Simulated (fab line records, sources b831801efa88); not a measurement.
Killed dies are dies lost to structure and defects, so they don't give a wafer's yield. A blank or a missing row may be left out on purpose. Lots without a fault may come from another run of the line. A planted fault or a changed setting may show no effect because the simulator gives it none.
Problem report in the 8D (eight disciplines) form, filled by code | flow sky130 | the parts of the form that need people (team, actions taken, sign-off) are left out

1. THE PROBLEM
spin_speed_rpm at SKY_CAP2M_COAT_07 reads a mean of 2767.8 rpm on 6 wafers of 2 lots; wafers without a fault read 2999.9 rpm with a standard deviation of 2.3. That is -99 or more standard deviations from the usual mean.
The step: resist thk 1140 nm.
First seen on wafer L609.1, day 44 20:07, on litho_track-01. The record holds 33 wafers of 11 lots with a number at this step. Rule for "out", or "out of limits": more than 4 standard deviations from the usual mean. The other wafers with a number count as sound.

2. WHAT IT IS AND WHAT IT IS NOT
question                    | is                     | is not
which readings at this step | spin_speed_rpm         | -
which lots                  | L609, L610             | L594, L596, L597, L600, L604, L612, L613, L614, L615
which wafers of those lots  | all that have a number | -
read on which tools         | litho_track-01         | litho_track-02, litho_track-03
when                        | from day 44 20:07      | up to then (15 sound wafers); but 12 sound wafers of L612, L613, L614, L615 came after

3. SUSPECTS, AND WHAT RULES EACH OUT
Counting: a tool at a process step up to the reading stays a suspect if it ran every lot that is out and no sound lot after the first of them.
- pvd_sputter-02 at SKY_METAL4_SPUTTER_01 (material TiN, target thk 20 nm, time 16.7 s): ruled out as a lasting fault. Sound lots L613 ran on it after its first lot that is out, L609 (day 44 08:56).
- litho_track-01 at SKY_CAP2M_COAT_07 (resist thk 1140 nm): kept. It ran every lot that is out, first L609 (day 44 20:07), and no sound lot after that; its last sound lot up to then is L600 (day 42 15:24). Its own readings are out on those wafers: spin_speed_rpm.
Left after counting: litho_track-01 at SKY_CAP2M_COAT_07.

4. THE CAUSE (what the simulator had put in)
Process parameter drift: litho_track-01, from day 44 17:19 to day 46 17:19, at SKY_CAP2M_COAT_07. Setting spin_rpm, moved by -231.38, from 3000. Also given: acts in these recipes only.
Counting left only this tool.

5. THE CHAIN OF EFFECTS, in route order
Each row: a reading whose mean over the struck wafers that have a number lies more than 3 standard deviations from the usual. Only readings for which the record gives a usual standard deviation are gone through. hours: the time from each lot's start at the first step in this table that gives one to its start at this step, as a median over the lots. sigmas: the change in usual standard deviations.
hours | step               | reading                  | usual      | on struck wafers | change | sigmas
0     | SKY_CAP2M_COAT_07  | spin_speed_rpm           | 2999.9 rpm | 2767.8           | -232.1 | -99 or more
11    | SKY_CAP2M_STRIP_14 | strip_time_to_endpoint_s | 12.62 s    | 13.09            | +0.47  | +13
The process steps in it:
- SKY_CAP2M_COAT_07: resist thk 1140 nm.
- SKY_CAP2M_STRIP_14: strips in O2/N2.

6. WHAT WOULD HAVE CAUGHT IT SOONER
In this record the first reading out of limits was taken at day 44 20:07, 3 hours after the fault began at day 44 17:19.
